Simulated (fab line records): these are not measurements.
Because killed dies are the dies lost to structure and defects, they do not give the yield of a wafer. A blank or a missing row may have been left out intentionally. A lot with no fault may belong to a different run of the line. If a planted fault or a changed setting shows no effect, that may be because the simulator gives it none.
Which tool is to blame? :: flow sky130 :: 11 lots with 33 wafers sampled at 2 steps, on a route of 708 steps

WHAT THE GAUGES READ, wafer by wafer
SKY_VIA3_BOW_MEAS_03.
lot: L423
measured: day 38 10:58
on: film-metro-04
VIA3_BOW (um): 81 81 88

lot: L426
measured: day 39 17:14
on: film-metro-02
VIA3_BOW (um): 84 77 99

lot: L427
measured: day 39 22:25
on: film-metro-04
VIA3_BOW (um): 79 91 79

lot: L428
measured: day 39 22:11
on: film-metro-02
VIA3_BOW (um): 74 93 87

lot: L432
measured: day 41 04:37
on: film-metro-04
VIA3_BOW (um): 90 74 83

lot: L437
measured: day 42 14:14
on: film-metro-01
VIA3_BOW (um): 75 82 81

lot: L440
measured: day 43 10:48
on: film-metro-01
VIA3_BOW (um): 78 79 83

lot: L441
measured: day 43 16:14
on: film-metro-01
VIA3_BOW (um): 79 84 81

lot: L442
measured: day 43 19:19
on: film-metro-01
VIA3_BOW (um): 80 84 80

lot: L443
measured: day 44 00:54
on: film-metro-04
VIA3_BOW (um): 75 79 73

lot: L445
measured: day 44 10:39
on: film-metro-01
VIA3_BOW (um): 80 78 78

WHICH TOOL RAN EACH LOT (tool, then ch and the chambers of the sampled wafers, then the start)
lot: L423
SKY_METAL2_SPUTTER_00: pvd-sputter-04, day 33 21:28

lot: L426
SKY_METAL2_SPUTTER_00: pvd-sputter-01, day 35 06:44

lot: L427
SKY_METAL2_SPUTTER_00: pvd-sputter-02, day 35 10:15

lot: L428
SKY_METAL2_SPUTTER_00: pvd-sputter-01, day 35 12:37

lot: L432
SKY_METAL2_SPUTTER_00: pvd-sputter-02, day 36 19:38

lot: L437
SKY_METAL2_SPUTTER_00: pvd-sputter-02, day 38 07:59

lot: L440
SKY_METAL2_SPUTTER_00: pvd-sputter-04, day 39 05:08

lot: L441
SKY_METAL2_SPUTTER_00: pvd-sputter-02, day 39 11:40

lot: L442
SKY_METAL2_SPUTTER_00: pvd-sputter-04, day 39 14:08

lot: L443
SKY_METAL2_SPUTTER_00: pvd-sputter-02, day 39 20:52

lot: L445
SKY_METAL2_SPUTTER_00: pvd-sputter-04, day 40 06:39
- SKY_METAL2_SPUTTER_00: material Ti, target thk 15 nm, time 10 s.

THE ANSWER, worked out from the rows above alone
Rule: the usual values come from the lots themselves. The widest of any qualifying gaps counts: lots, ordered by their means at a reading, are off when they make up no more than a third of the lots, leave a main group of 4 or more, and stand apart from it by 3 or more times the standard deviation of that group's means. The tables above print the reading to a certain number of digits; a main group whose means all agree to those digits is not used. A lot without any number at a reading at which 4 lots or more have one is off too. All remaining lots with rows at the step are treated as sound.
Nothing can be told from this: no lot is off at any reading shown.

WHAT THE SIMULATOR HAD INSERTED
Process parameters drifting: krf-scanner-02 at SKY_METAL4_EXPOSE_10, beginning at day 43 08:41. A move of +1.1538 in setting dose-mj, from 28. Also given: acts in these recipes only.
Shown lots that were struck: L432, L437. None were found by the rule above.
